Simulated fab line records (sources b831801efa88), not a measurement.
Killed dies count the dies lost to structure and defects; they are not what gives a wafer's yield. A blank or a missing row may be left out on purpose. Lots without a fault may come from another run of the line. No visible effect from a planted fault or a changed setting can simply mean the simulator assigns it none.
Matching of chambers ; flow sky130 ; rieDiel-02 running SKY_CONTACT_ETCH_16: 4 sister chambers
The step etches BARC in N2/H2, stops on SiO2, time 45.9 s, target depth 60 nm. 14 wafers are shown with their chamber, then 7 later ones without.

WAFERS, EACH WITH ITS CHAMBER
wafer;chamber;drypumpMotorCurrentA (A);oesProductAu (a.u.);throttleValvePct (%)
L078.2;2;5.5;0.862;13.245
L078.3;0;6.0;0.854;13.224
L078.4;3;6.1;0.854;13.220
L079.1;0;6.0;0.861;13.235
L079.2;3;6.1;0.853;13.225
L079.4;2;5.6;0.854;13.245
L087.1;3;6.0;0.851;13.225
L087.2;2;5.6;0.855;13.231
L087.4;1;5.7;0.857;13.230
L088.4;0;6.0;0.865;13.226
L088.5;0;6.0;0.853;13.227
L088.6;1;5.7;0.848;13.226
L094.2;1;5.7;0.850;13.210
L094.3;2;5.6;0.860;13.219

SIGNATURES, as means of the wafers listed above
reading;chamber 0;chamber 1;chamber 2;chamber 3;scatter within a chamber
drypumpMotorCurrentA;6.000;5.700;5.575;6.067;0.0376
oesProductAu;0.85825;0.85167;0.85775;0.85267;0.00439
throttleValvePct;13.22800;13.22200;13.23500;13.22333;0.00885
Rule: distance of a wafer from a chamber = root of the sum over the readings of ((wafer's reading minus chamber's mean) / reading's scatter) squared. The wafer belongs to the nearest chamber; if the next one is less than 2 further off, it can't be placed. The scatter: take each reading less its chamber's mean, square it, sum over the shown wafers, divide by the number of wafers less the number of chambers, and take the root.

WAFERS WITHOUT THEIR CHAMBER
wafer;drypumpMotorCurrentA (A);oesProductAu (a.u.);throttleValvePct (%)
L094.5;5.6;0.852;13.230
L097.2;5.7;0.855;13.227
L097.3;6.0;0.850;13.228
L097.5;5.6;0.851;13.232
L095.2;5.6;0.861;13.217
L095.4;6.0;0.862;13.220
L095.6;5.7;0.854;13.236

THE CHAMBER EACH PASSED THROUGH
wafer;from the rows above;in truth
L094.5;can't be placed: 2 or 1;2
L097.2;1;1
L097.3;can't be placed: 0 or 3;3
L097.5;can't be placed: 2 or 1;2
L095.2;can't be placed: 2 or 1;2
L095.4;can't be placed: 0 or 3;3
L095.6;can't be placed: 1 or 2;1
Placed correctly: 1 of 7. Cannot be placed on the basis of these rows: 6; the candidates contain the true chamber in 6. Number placed wrongly: 0.
